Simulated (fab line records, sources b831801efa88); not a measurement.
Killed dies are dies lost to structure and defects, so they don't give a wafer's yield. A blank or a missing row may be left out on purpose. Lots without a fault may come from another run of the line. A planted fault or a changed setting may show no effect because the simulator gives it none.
fab line records | flow sky130
record lots=6 wafers=18 last_day=48
route steps=708 shown METAL3@557 VIA3@573 METAL4@598 PAD_OPEN@708
lots that met no fault: from a run of the same line without faults
start_h: hours from the record's first day to the start of the lot's first wafer shown | wait_h: hours since the lot's step before | " the same as in the row above | L1.1+2: a row that stands for several wafers | - no value, or no start given | * or withheld: withheld | < > ~ a bound
route shown NAME@n: a module of which the file shows steps, and the number in the route of the first | usual: mean/standard deviation of fault-free wafers | same: alike in all rows | chamber/n: place in a boat | sites: the reading at each site | _std_site: their standard deviation | _edge_site: outer sites' mean less inner sites' | radius_mm: how far each site lies from the wafer's centre | mask NAME#n: copy n | behind: the tool/chamber that last shaped the wafer | hold: why the lot was held/for how many hours/how that ended | device: the transistor (n, p or np) that didn't switch | end of line: the same wafers' tests at the end of the route | a step without rows: its recipe alone | killed: dies lost to structure and defects at the first sort, not the wafer's yield | map: a wafer's dies, x killed, . not, _ none there
set.NAME: the setting as run; set.NAME@STEP: as run at that earlier step | model.NAME: the simulator's own value behind a step, which no gauge read
lots at some steps of the route; a table a step, a row a wafer
services: from which hour (start_h, from the record's first day; less than 0 if before it) a tool's chamber was out of use, for how many hours, and why
## steps
# step SKY_METAL3_COAT_07
# recipe resist=BARC temp_c=withheld time_s=withheld spin_rpm=3000 resist_thk_nm=60
# step SKY_METAL3_COAT_08
# recipe resist=KrF-thick spin_rpm=3000 resist_thk_nm=1140
# step SKY_METAL3_SOFTBAKE_09
# recipe temp_c=100 time_s=90 resist=KrF-thick
# step SKY_METAL3_EXPOSE_10
# recipe mask_id=MM3 na=0.68 source_shape=annular sigma_inner=0.4 sigma_outer=0.8 target_cd_nm=300 dose_mj=28
# step SKY_METAL3_PEB_11
# recipe peb_temp_c=withheld peb_time_s=withheld resist=KrF-thick
# step SKY_METAL3_DEVELOP_12
# recipe develop_time_s=60 resist=KrF-thick dev_temp_c=21
# step SKY_METAL3_CD_MEAS_13
# recipe target_cd_nm=300
# usual cd_nm=299.8/1.7
# columns lot.wafer tool chamber start_h wait_h cd_nm
L443.2 cd_sem-01 - 913.18 - 295.8
L443.3 " - " " 294.5
L443.4 " - " " 296.9
L444.3 cd_sem-02 - 919.18 - 301.7
L444.4 " - " " 303.4
L444.6 " - " " 302.9
L445.1 cd_sem-01 - 943.81 - 302.7
L445.2 " - " " 301.3
L445.3 " - " " 301.4
L450.2 cd_sem-02 - 971.48 - 300.6
L450.3 " - " " 298.8
L450.4 " - " " 299.2
L452.4 cd_sem-02 - 983.39 - 299.9
L452.5 " - " " 299.7
L452.6 " - " " 298.9
L453.2 cd_sem-02 - 994.82 - 300.0
L453.4 " - " " 301.2
L453.6 " - " " 301.9
# step SKY_METAL3_OVL_MEAS_14
# usual METAL3_OVL=1/4.5
# columns lot.wafer tool chamber start_h wait_h METAL3_OVL[nm]
L443.2 overlay-01 - 913.29 0.1 0
L443.3 " - " " 0
L443.4 " - " " 8
L444.3 overlay-02 - 919.28 0.1 -1
L444.4 " - " " 1
L444.6 " - " " -2
L445.1 overlay-02 - 943.93 0.1 -1
L445.2 " - " " -2
L445.3 " - " " -1
L450.2 overlay-01 - 971.59 0.1 2
L450.3 " - " " -1
L450.4 " - " " -2
L452.4 overlay-02 - 983.46 0.1 2
L452.5 " - " " -3
L452.6 " - " " -2
L453.2 overlay-01 - 994.92 0.1 7
L453.4 " - " " 9
L453.6 " - " " 6
# step SKY_METAL3_DESCUM_15
# recipe chemistry=O2 source_power_w=150 bias_power_w=0 pressure_mtorr=10 temp_c=40 time_s=8
# step SKY_METAL3_ETCH_16
# recipe chemistry=N2/H2 target=BARC ion_energy_ev=200 bias_w=100 pressure_mtorr=30 n2_flow_sccm=100 h2_flow_sccm=200 icp_w=500 stop_on=SiO2 time_s=88.2 target_depth_a=600
# usual drypump_motor_current_A=5.8/0.48 oes_product_au=0.625/0.0044 throttle_valve_pct=13.205/0.0091
# columns lot.wafer tool chamber start_h wait_h drypump_motor_current_A oes_product_au rf_hours_counter_h throttle_valve_pct
L443.2 rie_metal-02 1 913.35 0.0 5.4 0.630 12 13.193
L443.3 " 0 " " 6.1 0.636 - 13.205
L443.4 " 1 " " 5.4 0.630 - 13.196
L444.3 rie_metal-03 1 919.36 0.0 5.1 0.628 - 13.216
L444.4 " 0 " " 5.8 0.622 - 13.191
L444.6 " 0 " " 5.8 0.620 - 13.192
L445.1 rie_metal-03 1 944.00 0.0 5.1 0.624 13 13.213
L445.2 " 0 " " 5.8 0.631 9 13.192
L445.3 " 0 " " 5.8 0.618 - 13.189
L450.2 rie_metal-04 0 971.65 0.0 5.7 0.619 3 13.197
L450.3 " 0 " " 5.7 0.627 - 13.197
L450.4 " 1 " " 6.5 0.628 - 13.213
L452.4 rie_metal-03 1 983.55 0.0 5.1 0.627 - 13.209
L452.5 " 0 " " 5.8 0.625 - 13.197
L452.6 " 1 " " 5.1 0.619 - 13.217
L453.2 rie_metal-02 0 994.98 0.0 6.1 0.625 13 13.195
L453.4 " 0 " " 6.2 0.619 - 13.196
L453.6 " 1 " " 5.4 0.632 - 13.208
# step SKY_METAL3_ETCH_17
# recipe target=SiO2 stop_on=TiN chemistry=C4F8/O2/Ar source_w=1500 bias_w=1200 pressure_mtorr=40 c4f8_flow_sccm=withheld O2_flow_sccm=6 Ar_flow_sccm=300 time_s=3.9 target_depth_a=150
# usual oes_product_au=0.754/0.0063
# columns lot.wafer tool chamber start_h wait_h oes_product_au rf_hours_counter_h
L443.2 rie_diel-02 2 913.45 0.1 0.749 8
L443.3 " 1 " " 0.744 9
L443.4 " 0 " " 0.757 13
L444.3 rie_diel-04 0 919.43 0.0 0.762 10
L444.4 " 3 " " 0.751 18
L444.6 " 0 " " 0.763 -
L445.1 rie_diel-02 1 944.10 0.1 0.748 10
L445.2 " 2 " " 0.746 9
L445.3 " 0 " " 0.741 14
L450.2 rie_diel-01 0 971.75 0.1 0.748 10
L450.3 " 2 " " 0.756 17
L450.4 " 1 " " 0.755 21
L452.4 rie_diel-04 1 983.61 0.0 0.757 13
L452.5 " 1 " " 0.755 -
L452.6 " 2 " " 0.763 -
L453.2 rie_diel-02 1 995.08 0.1 0.747 12
L453.4 " 0 " " 0.755 15
L453.6 " 3 " " 0.763 -
# step SKY_METAL3_METAL_ETCH_18
# recipe target_depth_a=8450 stop_on=SiO2 over_etch_frac=0.3 time_s=183.1 chemistry=Cl2/BCl3 resist_sidewall_deg=88 pressure_mtorr=10 icp_w=900 bias_w=48.5 Cl2_flow_sccm=60 bcl3_flow_sccm=30
# step SKY_METAL3_STRIP_19
# recipe chemistry=O2/N2 power_w=1400 pressure_mtorr=1500 platen_temp_c=withheld o2_flow_sccm=3000 n2_flow_sccm=300 overash_fraction=0.5
# usual drypump_motor_current_A=5.7/0.4 oes_product_au=0.504/0.0054 strip_time_to_endpoint_s=6.57/0.066
# columns lot.wafer tool chamber start_h wait_h drypump_motor_current_A oes_product_au rf_hours_counter_h strip_time_to_endpoint_s
L443.2 plasma_asher-02 0 913.64 0.1 5.8 0.501 47 6.58
L443.3 " 0 " " 5.8 0.504 - 6.56
L443.4 " 1 " " 5.9 0.494 - 6.50
L444.3 plasma_asher-04 1 919.84 0.2 5.0 0.502 - 6.57
L444.4 " 0 " " 6.2 0.499 - 6.50
L444.6 " 1 " " 5.0 0.499 - 6.55
L445.1 plasma_asher-04 1 944.29 0.1 5.0 0.503 81 6.63
L445.2 " 0 " " 6.2 0.509 81 6.59
L445.3 " 1 " " 5.0 0.502 - 6.63
L450.2 plasma_asher-02 0 971.94 0.1 5.8 0.496 53 6.50
L450.3 " 0 " " 5.8 0.499 - 6.50
L450.4 " 1 " " 5.9 0.505 - 6.45
L452.4 plasma_asher-02 1 983.84 0.1 5.9 0.507 - 6.64
L452.5 " 1 " " 5.9 0.509 - 6.66
L452.6 " 0 " " 5.8 0.512 - 6.75
L453.2 plasma_asher-01 1 995.28 0.1 5.9 0.510 25 6.58
L453.4 " 1 " " 5.9 0.514 - 6.56
L453.6 " 1 " " 5.9 0.517 - 6.61
# step SKY_METAL3_STRIP_20
# recipe chemistry=post_etch_residue_remover time_s=1200 temp_c=72.5
# step SKY_METAL3_CLEAN_21
# recipe chemistry=IPA time_s=180 temp_c=25
# step SKY_METAL3_CLEAN_22
# recipe chemistry=O3/DIW dry=n2_spin
# step SKY_VIA3_HDPCVD_00
# recipe material=SiO2 target_thk_nm=1635 sigma_open_frac=0.3 time_s=272.5 temp_c=400 sih4_flow_sccm=60 pressure_mtorr=6
# step SKY_VIA3_THK_MEAS_01
# recipe reads=SiO2_of_VIA3_HDPCVD_00
# usual VIA3_HDPCVD_THK=1640/18
# columns lot.wafer tool chamber start_h wait_h VIA3_HDPCVD_THK[nm]
L443.2 film_metro-01 - 914.41 0.1 1616
L443.3 " - " " 1608
L443.4 " - " " 1617
L444.3 film_metro-04 - 920.59 0.1 1632
L444.4 " - " " 1644
L444.6 " - " " 1636
L445.1 film_metro-04 - 945.10 0.1 1652
L445.2 " - " " 1642
L445.3 " - " " 1634
L450.2 film_metro-04 - 972.71 0.1 1645
L450.3 " - " " 1632
L450.4 " - " " 1636
L452.4 film_metro-04 - 984.60 0.0 1633
L452.5 " - " " 1639
L452.6 " - " " 1671
L453.2 film_metro-02 - 996.05 0.1 1636
L453.4 " - " " 1658
L453.6 " - " " 1665
# step SKY_VIA3_CMP_02
# recipe material=SiO2 down_force_psi=4 platen_rpm=60 pad_velocity_m_s=0.94248
# usual motor_current_A=11.7/1.7
# columns lot.wafer tool chamber start_h wait_h motor_current_A
L443.2 cmp-01 0 914.51 0.1 13.6
L443.4 " 1 " " 10.8
L443.3 " 2 " " 8.4
L444.3 cmp-02 1 920.73 0.1 12.1
L444.4 " 2 " " 13.5
L444.6 " 0 " " 9.8
L445.2 cmp-01 3 945.16 0.0 12.3
L445.3 " 1 " " 10.3
L445.1 " 2 " " 9.0
L450.4 cmp-02 2 972.76 0.0 13.6
L450.2 " 3 " " 11.5
L450.3 " 0 " " 10.3
L452.4 cmp-02 1 984.63 0.0 12.6
L452.6 " 1 " " 12.9
L452.5 " 2 " " 12.8
L453.2 cmp-01 2 996.25 0.2 9.1
L453.4 " 3 " " 12.5
L453.6 " 1 " " 10.3
# step SKY_VIA3_BOW_MEAS_03
# recipe mode=bow
# usual VIA3_BOW=80/7.2
# columns lot.wafer tool chamber start_h wait_h VIA3_BOW[um]
L443.2 film_metro-01 - 914.78 0.2 70
L443.3 " - " " 73
L443.4 " - " " 74
L444.3 film_metro-04 - 920.97 0.2 76
L444.4 " - " " 90
L444.6 " - " " 89
L445.1 film_metro-04 - 945.46 0.1 73
L445.2 " - " " 71
L445.3 " - " " 86
L450.2 film_metro-02 - 973.08 0.2 80
L450.3 " - " " 80
L450.4 " - " " 82
L452.4 film_metro-02 - 984.99 0.3 78
L452.5 " - " " 75
L452.6 " - " " 69
L453.2 film_metro-02 - 996.47 0.2 83
L453.4 " - " " 83
L453.6 " - " " 85
# step SKY_VIA3_DEHYDRATE_04
# recipe temp_c=200 time_s=60
# step SKY_VIA3_HMDS_05
# recipe prime_time_s=60 prime_temp_c=120
# step SKY_VIA3_COAT_06
# recipe resist=BARC temp_c=withheld time_s=withheld spin_rpm=3000 resist_thk_nm=60
# step SKY_VIA3_COAT_07
# recipe resist=KrF-thick spin_rpm=3000 resist_thk_nm=450
# step SKY_VIA3_SOFTBAKE_08
# recipe temp_c=100 time_s=90 resist=KrF-thick
# step SKY_VIA3_EXPOSE_09
# recipe mask_id=VIM3 na=0.8 source_shape=annular sigma_inner=0.55 sigma_outer=0.85 target_cd_nm=200 dose_mj=38
# step SKY_VIA3_PEB_10
# recipe peb_temp_c=withheld peb_time_s=withheld resist=KrF-thick
# step SKY_VIA3_DEVELOP_11
# recipe develop_time_s=60 resist=KrF-thick dev_temp_c=21
# step SKY_VIA3_CD_MEAS_12
# recipe target_cd_nm=200
# usual cd_nm=199.7/1.4
# columns lot.wafer tool chamber start_h wait_h cd_nm
L443.2 cd_sem-01 - 939.35 - 199.5
L443.3 " - " " 199.2
L443.4 " - " " 201.7
L444.3 cd_sem-02 - 945.33 - 201.0
L444.4 " - " " 201.2
L444.6 " - " " 200.8
L445.1 cd_sem-02 - 967.69 - 199.9
L445.2 " - " " 199.1
L445.3 " - " " 199.4
L450.2 cd_sem-02 - 997.21 - 199.6
L450.3 " - " " 199.6
L450.4 " - " " 199.8
L452.4 cd_sem-02 - 1007.44 - 197.7
L452.5 " - " " 198.4
L452.6 " - " " 198.0
L453.2 cd_sem-02 - 1018.91 - 198.6
L453.4 " - " " 198.5
L453.6 " - " " 199.4
# step SKY_VIA3_OVL_MEAS_13
# usual VIA3_OVL=-1/6.4
# columns lot.wafer tool chamber start_h wait_h VIA3_OVL[nm]
L443.2 overlay-02 - 939.45 0.1 1
L443.3 " - " " 3
L443.4 " - " " 1
L444.3 overlay-02 - 945.43 0.1 1
L444.4 " - " " -2
L444.6 " - " " -2
L445.1 overlay-02 - 967.81 0.1 -3
L445.2 " - " " 1
L445.3 " - " " -7
L450.2 overlay-02 - 997.32 0.1 5
L450.3 " - " " 3
L450.4 " - " " 3
L452.4 overlay-02 - 1007.51 0.1 4
L452.5 " - " " -3
L452.6 " - " " 5
L453.2 overlay-02 - 1019.02 0.1 8
L453.4 " - " " 5
L453.6 " - " " 8
# step SKY_VIA3_ETCH_14
# recipe chemistry=N2/H2 target=BARC ion_energy_ev=200 source_w=500 bias_w=100 pressure_mtorr=30 n2_flow_sccm=100 h2_flow_sccm=200 stop_on=SiO2 time_s=45.9 target_depth_a=600
# step SKY_VIA3_ETCH_15
# recipe target=SiO2 chemistry=C4F8/O2/Ar target_depth_nm=507 stop_on=TiN mask_material=KrF-thick source_w=1500 bias_w=1200 pressure_mtorr=40 c4f8_flow_sccm=withheld O2_flow_sccm=6 Ar_flow_sccm=300 time_s=78
# step SKY_VIA3_STRIP_16
# recipe chemistry=O2/N2 power_w=1400 pressure_mtorr=1500 platen_temp_c=withheld o2_flow_sccm=3000 n2_flow_sccm=300 overash_fraction=0.5
# step SKY_VIA3_STRIP_17
# recipe chemistry=post_etch_residue_remover time_s=1200 temp_c=72.5
# step SKY_VIA3_CLEAN_18
# recipe chemistry=IPA time_s=180 temp_c=25
# step SKY_VIA3_CLEAN_19
# recipe chemistry=O3/DIW dry=n2_spin
# step SKY_VIA3_SPUTTER_20
# recipe material=TiN target_thk_nm=20 chamber_pressure_pa=5 power_w=4000 time_s=80
# step SKY_VIA3_CVD_21
# recipe material=W target_thk_nm=390 time_s=117.31 temp_c=400 pressure_torr=40
# step SKY_VIA3_RS_MEAS_22
# recipe thk_meas_gauge=four-point-probe reads=W_of_VIA3_CVD_21+TiN_of_VIA3_SPUTTER_20
# usual VIA3_W_RS=0.2946/0.0027
# columns lot.wafer tool chamber start_h wait_h VIA3_W_RS[ohm/sq]
L443.2 film_metro-04 - 940.42 0.1 0.2956
L443.3 " - " " 0.2976
L443.4 " - " " 0.2946
L444.3 film_metro-04 - 946.42 0.1 0.2968
L444.4 " - " " 0.2980
L444.6 " - " " 0.2941
L445.1 film_metro-01 - 968.76 0.1 0.2978
L445.2 " - " " 0.2958
L445.3 " - " " 0.2960
L450.2 film_metro-01 - 998.28 0.1 0.2937
L450.3 " - " " 0.2970
L450.4 " - " " 0.2942
L452.4 film_metro-02 - 1008.57 0.1 0.2958
L452.5 " - " " 0.2931
L452.6 " - " " 0.2917
L453.2 film_metro-01 - 1020.22 0.1 0.2935
L453.4 " - " " 0.2906
L453.6 " - " " 0.2929
# step SKY_VIA3_THK_MEAS_23
# recipe thk_meas_gauge=xrf reads=W_of_VIA3_CVD_21
# usual VIA3_W_THK=396/6.6
# columns lot.wafer tool chamber start_h wait_h VIA3_W_THK[nm]
L443.2 film_metro-04 - 940.53 0.1 389
L443.3 " - " " 384
L443.4 " - " " 389
L444.3 film_metro-04 - 946.52 0.1 388
L444.4 " - " " 386
L444.6 " - " " 393
L445.1 film_metro-01 - 968.88 0.1 392
L445.2 " - " " 395
L445.3 " - " " 395
L450.2 film_metro-01 - 998.39 0.1 400
L450.3 " - " " 395
L450.4 " - " " 401
L452.4 film_metro-02 - 1008.66 0.1 392
L452.5 " - " " 398
L452.6 " - " " 399
L453.2 film_metro-01 - 1020.33 0.1 400
L453.4 " - " " 402
L453.6 " - " " 402
# step SKY_VIA3_CMP_24
# recipe stop_on=SiO2 t_overpolish_s=20 down_force_psi=3.5 platen_rpm=60 target_thk_nm=0 pad_velocity_m_s=0.94248
# usual motor_current_A=10.7/1.6 overpolish_run_s=20.001/0.0099 time_to_endpoint_s=95/3.3
# columns lot.wafer tool chamber start_h wait_h motor_current_A overpolish_run_s time_to_endpoint_s
L443.2 cmp-01 2 940.58 0.0 8.1 20.014 98
L443.4 " 3 " " 12.0 19.994 97
L443.3 " 0 " " 12.7 19.993 97
L444.4 cmp-02 3 946.61 0.1 10.7 19.986 89
L444.3 " 1 " " 11.5 20.002 93
L444.6 " 3 " " 10.4 20.012 92
L445.2 cmp-02 2 969.62 0.7 12.4 19.997 93
L445.3 " 3 " " 10.5 19.993 91
L445.1 " 0 " " 9.1 20.005 89
L450.3 cmp-02 1 998.44 0.0 11.5 20.016 92
L450.4 " 2 " " 12.6 20.007 95
L450.2 " 0 " " 8.8 19.995 93
L452.4 cmp-02 0 1008.84 0.2 9.6 20.010 94
L452.6 " 1 " " 11.9 20.005 96
L452.5 " 2 " " 11.7 20.011 93
L453.2 cmp-01 1 1020.49 0.2 9.5 19.998 99
L453.4 " 2 " " 7.7 19.995 99
L453.6 " 0 " " 12.8 20.016 95
# step SKY_METAL4_SPUTTER_00
# recipe material=Ti target_thk_nm=15 power_w=3000 time_s=10 chamber_pressure_pa=0.4
# usual throttle_valve_pct=30.4/0.65
# columns lot.wafer tool chamber start_h wait_h throttle_valve_pct
L443.2 pvd_sputter-01 - 940.88 0.2 29.0
L443.3 " - " " 30.5
L443.4 " - " " 30.6
L444.3 pvd_sputter-03 - 946.86 0.1 29.6
L444.4 " - " " 30.5
L444.6 " - " " 31.3
L445.1 pvd_sputter-03 - 969.92 0.1 31.0
L445.2 " - " " 31.3
L445.3 " - " " 30.0
L450.2 pvd_sputter-01 - 998.74 0.1 29.0
L450.3 " - " " 30.5
L450.4 " - " " 30.4
L452.4 pvd_sputter-03 - 1008.99 0.1 31.3
L452.5 " - " " 30.7
L452.6 " - " " 31.0
L453.2 pvd_sputter-03 - 1020.74 0.2 29.8
L453.4 " - " " 31.1
L453.6 " - " " 30.5
# step SKY_PAD_OPEN_PROBE_99
# usual defect_limited_yield=82.2/1.8 killed_at_M0_to_M3=44/6 killed_at_M4_up=3.3/2.1 killed_at_contacts=25/5.5 killed_at_front_end=15/4.3 killed_at_other=0.2/0.41 killed_dies=88/9.1 killed_open=48/6.6 killed_short=39/6.7 sort_bin_3_pad_short=0.9/0.4 sort_bin_5_function=10.4/1.5 sort_bin_6_memory=6.5/1.1 sort_n_pass=404/9.1 sort_yield_pct=82.2/1.8
# same gross_dies=492 killed_at_back_side=0 sort_bin_4_leakage[%]=0 sort_bin_8_speed[%]=0
# columns lot.wafer tool chamber start_h wait_h hold defect_limited_yield[%] killed_at_M0_to_M3 killed_at_M4_up killed_at_contacts killed_at_front_end killed_at_other killed_dies killed_open killed_short sort_bin_3_pad_short[%] sort_bin_5_function[%] sort_bin_6_memory[%] sort_n_pass sort_yield_pct[%] model.etest.tester.sort_n_pass model.etest.tester.sort_yield_pct model.etest.tester.sort_bin_5_pct model.etest.tester.sort_bin_3_pct
L444.3 prober-01 - 1087.68 0.2 - 80.7 48 2 28 17 0 95 49 46 0.8 11.8 6.7 397 80.7 397 80.69 11.79 0.813
L444.4 prober-01 - 1087.73 0.2 - 84.1 45 3 20 10 0 78 45 33 0.4 10.6 4.9 414 84.1 414 84.15 10.57 0.4065
L444.6 prober-01 - 1087.83 0.2 - 85.6 33 1 25 12 0 71 37 33 1.2 6.9 6.3 421 85.6 421 85.57 6.911 1.22
L445.1 prober-02 - 1109.89 0.1 - 81.7 40 6 27 17 0 90 47 43 0.8 10.2 7.3 402 81.7 402 81.71 10.16 0.813
L445.2 prober-02 - 1109.94 0.1 - 83.5 41 4 20 15 1 81 47 34 0.2 8.9 7.3 411 83.5 411 83.54 8.943 0.2033
L445.3 prober-02 - 1109.99 0.2 - 79.9 51 4 28 16 0 99 54 45 1.0 11.4 7.7 393 79.9 393 79.88 11.38 1.016
L450.2 prober-02 - 1135.52 0.1 await_dispo/1.9h/release 71.7 88 5 30 16 0 139 48 47 3.9 18.9 5.5 353 71.7 353 71.75 18.9 3.862
L450.3 prober-02 - 1135.57 0.2 await_dispo/1.9h/release 73.4 79 2 35 14 1 131 43 45 3.3 15.0 8.3 361 73.4 361 73.37 15.04 3.252
L450.4 prober-02 - 1135.62 0.2 await_dispo/1.9h/release 78.5 60 2 31 12 1 106 42 33 2.2 12.4 6.9 386 78.5 386 78.46 12.4 2.236
L452.4 prober-01 - 1140.86 0.2 await_dispo/2.0h/release 74.8 80 4 18 22 0 124 46 44 2.6 14.4 8.1 368 74.8 368 74.8 14.43 2.642
L452.5 prober-01 - 1140.91 0.2 await_dispo/2.0h/release 76.4 78 3 22 13 0 116 50 36 2.0 13.6 7.9 376 76.4 376 76.42 13.62 2.033
L452.6 prober-01 - 1140.96 0.2 await_dispo/2.0h/release 75.2 87 4 18 13 0 122 46 35 4.1 13.4 7.3 370 75.2 370 75.2 13.41 4.065
L453.2 prober-02 - 1153.37 0.1 - 81.7 52 1 25 12 0 90 51 39 0.4 10.8 7.1 402 81.7 402 81.71 10.77 0.4065
L453.4 prober-02 - 1153.47 0.2 - 83.5 43 4 17 17 0 81 47 34 1.2 11.0 4.3 411 83.5 411 83.54 10.98 1.22
L453.6 prober-02 - 1153.57 0.2 - 79.7 52 3 24 21 0 100 63 37 0.6 12.4 7.3 392 79.7 392 79.67 12.4 0.6098
# killed by level:class
L444.3 VIA1:geometric_particle:open=13 LI_CONTACT:geometric_particle:open=8 CONTACT:geometric_particle:short=8 VIA2:geometric_particle:open=7 FIELD_ISO:geometric_particle:short=6 VIA3:geometric_particle:open=5 CONTACT:geometric_particle:open=5 METAL1:geometric_particle:short=5
L444.4 VIA3:geometric_particle:open=12 CONTACT:geometric_particle:open=10 METAL2:geometric_particle:short=7 LI_CONTACT:geometric_particle:open=5 METAL1:geometric_particle:short=5 VIA1:geometric_particle:short=5 VIA1:geometric_particle:open=4 FIELD_ISO:geometric_particle:open=2
L444.6 CONTACT:geometric_particle:open=11 CONTACT:geometric_particle:short=6 VIA1:geometric_particle:open=6 FIELD_ISO:geometric_particle:short=5 FIELD_ISO:geometric_particle:open=5 LI_CONTACT:geometric_particle:open=4 METAL1:geometric_particle:short=4 METAL2:geometric_particle:short=4
L445.1 CONTACT:geometric_particle:open=12 LI_CONTACT:geometric_particle:open=6 VIA1:geometric_particle:short=6 METAL1:geometric_particle:short=6 POLY_GATE:geometric_particle:short=5 POLY_GATE:geometric_particle:open=5 METAL4:geometric_particle:short=5 CONTACT:geometric_particle:short=5
L445.2 VIA1:geometric_particle:open=11 CONTACT:geometric_particle:open=8 VIA2:geometric_particle:open=7 METAL2:geometric_particle:short=6 LI_CONTACT:geometric_particle:open=5 POLY_GATE:geometric_particle:open=5 CONTACT:geometric_particle:short=4 VIA3:geometric_particle:short=4
L445.3 VIA1:geometric_particle:open=14 CONTACT:geometric_particle:open=14 VIA2:geometric_particle:open=9 METAL1:geometric_particle:short=7 VIA3:geometric_particle:open=7 POLY_GATE:geometric_particle:short=5 LOCAL_INTERCONNECT:geometric_particle:short=4 CONTACT:geometric_particle:short=4
L450.2 METAL3:unspecified=44 CONTACT:geometric_particle:open=14 VIA1:geometric_particle:short=8 LI_CONTACT:geometric_particle:open=7 VIA1:geometric_particle:open=7 VIA3:geometric_particle:open=7 POLY_GATE:geometric_particle:short=5 METAL2:geometric_particle:short=5
L450.3 METAL3:unspecified=42 CONTACT:geometric_particle:short=10 VIA1:geometric_particle:open=9 CONTACT:geometric_particle:open=8 VIA2:geometric_particle:open=6 LI_CONTACT:geometric_particle:open=5 LI_CONTACT:geometric_particle:short=5 METAL1:geometric_particle:short=5
L450.4 METAL3:unspecified=31 CONTACT:geometric_particle:open=12 LI_CONTACT:geometric_particle:open=7 VIA1:geometric_particle:open=7 LI_CONTACT:geometric_particle:short=5 VIA2:geometric_particle:short=5 LOCAL_INTERCONNECT:geometric_particle:short=4 POLY_GATE:geometric_particle:open=4
L452.4 METAL3:unspecified=34 VIA2:geometric_particle:open=11 FIELD_ISO:geometric_particle:short=9 CONTACT:geometric_particle:open=8 VIA3:geometric_particle:open=8 VIA2:geometric_particle:short=7 VIA1:geometric_particle:open=6 METAL1:geometric_particle:short=5
L452.5 METAL3:unspecified=30 CONTACT:geometric_particle:open=13 VIA3:geometric_particle:open=10 VIA1:geometric_particle:open=9 VIA2:geometric_particle:open=9 VIA1:geometric_particle:short=6 FIELD_ISO:geometric_particle:short=5 LI_CONTACT:geometric_particle:open=5
L452.6 METAL3:unspecified=41 VIA1:geometric_particle:open=14 METAL1:geometric_particle:short=8 LI_CONTACT:geometric_particle:open=7 CONTACT:geometric_particle:open=7 VIA3:geometric_particle:open=6 POLY_GATE:geometric_particle:short=5 METAL3:geometric_particle:short=5
L453.2 VIA1:geometric_particle:open=10 VIA3:geometric_particle:open=9 METAL1:geometric_particle:short=9 VIA1:geometric_particle:short=8 VIA2:geometric_particle:open=8 CONTACT:geometric_particle:open=7 LI_CONTACT:geometric_particle:open=6 CONTACT:geometric_particle:short=5
L453.4 VIA1:geometric_particle:open=12 VIA3:geometric_particle:open=8 METAL1:geometric_particle:short=7 FIELD_ISO:geometric_particle:open=5 METAL2:geometric_particle:short=5 POLY_GATE:geometric_particle:open=5 LI_CONTACT:geometric_particle:open=5 CONTACT:geometric_particle:short=5
L453.6 VIA1:geometric_particle:open=15 LI_CONTACT:geometric_particle:open=9 POLY_GATE:geometric_particle:open=8 VIA2:geometric_particle:open=8 VIA3:geometric_particle:open=8 CONTACT:geometric_particle:open=7 VIA1:geometric_particle:short=5 VIA3:geometric_particle:short=5
# map L450.2 (x killed, . not)
__________......xx.._________
________.....x..x...xx_______
______...x.........xxxxx_____
_____....x......x..xxxxxx____
____...x...x.......xxxxxxx___
___x.x..........x.xxxxxxxxx__
__........x........xxxxxxxxx_
_........x....x......xxxxxxxx
_x.xx...x...x.......xx.xxx...
_x....x.x.x.xx..xx..x......x.
_...xx.x.x..xx.x.......x.....
_.........xxx.......xxx...x.x
_.xx.................x..x....
_...x.......x.xxx.x...x..x..x
_..x..xxx...x.x.........xx...
__.x.........x.....x.....x.._
___........x......x.....x.x__
____x.....................___
_____.....xx.....x....x.x____
______.....x.x..x......._____
________...x.x...xx..._______
__________.........._________
# map L452.4 (x killed, . not)
__________x.xxxxxxxx_________
________....xxxxxxxxxx_______
______..x...xxxxxxxxxx.._____
_____..x..xx.xxxxxxx.xx..____
____....x.x.xx.xx...x...x.___
___....x..x.x..............__
__.................x......x._
_...........x....x......x.x..
_..............xxx...x.......
_......xx.....x.x............
_.............xx.....x....x.x
_.x..x..............x.x...xx.
_..x...xx......x.....x...x...
_x....xx...........x....x.x..
_.......x..x.x..x.x...x......
__x......x.x.xx...xx...x.x.._
___.......xx.........x.x..x__
____.xx.........x.......x.___
_____...x....x....xx....x____
______.................._____
________..x..x.......x_______
__________.....xx..._________
## services
# columns tool chamber start_h hours kind
rie_diel-01 3 890.51 11.8 repair
pvd_sputter-03 - 898.83 0.7 repair
rie_metal-02 - 906.27 2.8 pm
pvd_sputter-01 - 909.97 1.9 repair
rie_metal-02 1 917.11 2.6 repair
cmp-01 - 919.23 4.0 pm
pvd_sputter-03 - 920.18 1.9 repair
cmp-01 - 923.23 - consumable_replace:conditioner
cmp-01 - 923.23 - consumable_replace:pad
rie_diel-01 - 929.51 2.8 pm
cmp-01 - 933.86 1.7 repair
plasma_asher-01 - 937.26 2.8 pm
rie_diel-02 0 947.90 12.3 repair
cmp-02 - 962.55 4.4 pm
rie_metal-03 - 971.97 0.5 repair
rie_metal-02 - 973.21 2.7 repair
cmp-02 - 973.63 6.0 pm
cmp-01 - 973.83 0.5 repair
rie_diel-04 - 993.40 0.4 repair
rie_diel-01 3 993.68 5.6 repair
cmp-02 - 1000.58 3.7 repair
rie_diel-01 2 1002.50 4.6 repair
cmp-01 - 1007.47 3.8 repair
rie_metal-02 - 1009.11 2.1 repair
## key
first_sign step=SKY_PAD_OPEN_PROBE_99 reading=killed_at_M0_to_M3 direction=up sigmas=5.9 usual=44 struck=79
effect step=SKY_PAD_OPEN_PROBE_99 reading=sort_bin_3_pad_short direction=up sigmas=5.4 usual=0.9 struck=3.0
model_effect step=SKY_PAD_OPEN_PROBE_99 value=etest.tester.sort_n_pass without=401.3 struck=369
met_at SKY_METAL3_STRIP_19
struck_wafers L450.2,L450.3,L450.4,L452.4,L452.5,L452.6
onset_between 913.64 971.94
also_fits SKY_VIA3_CMP_02:cmp-02,SKY_VIA3_CMP_24:cmp-02
fault kind=chamber_particle_source tool=plasma_asher-02 chamber=- onset_h=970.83 steps=SKY_METAL3_STRIP_19 rate_per_visit_cm2=1.006 end_h=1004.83
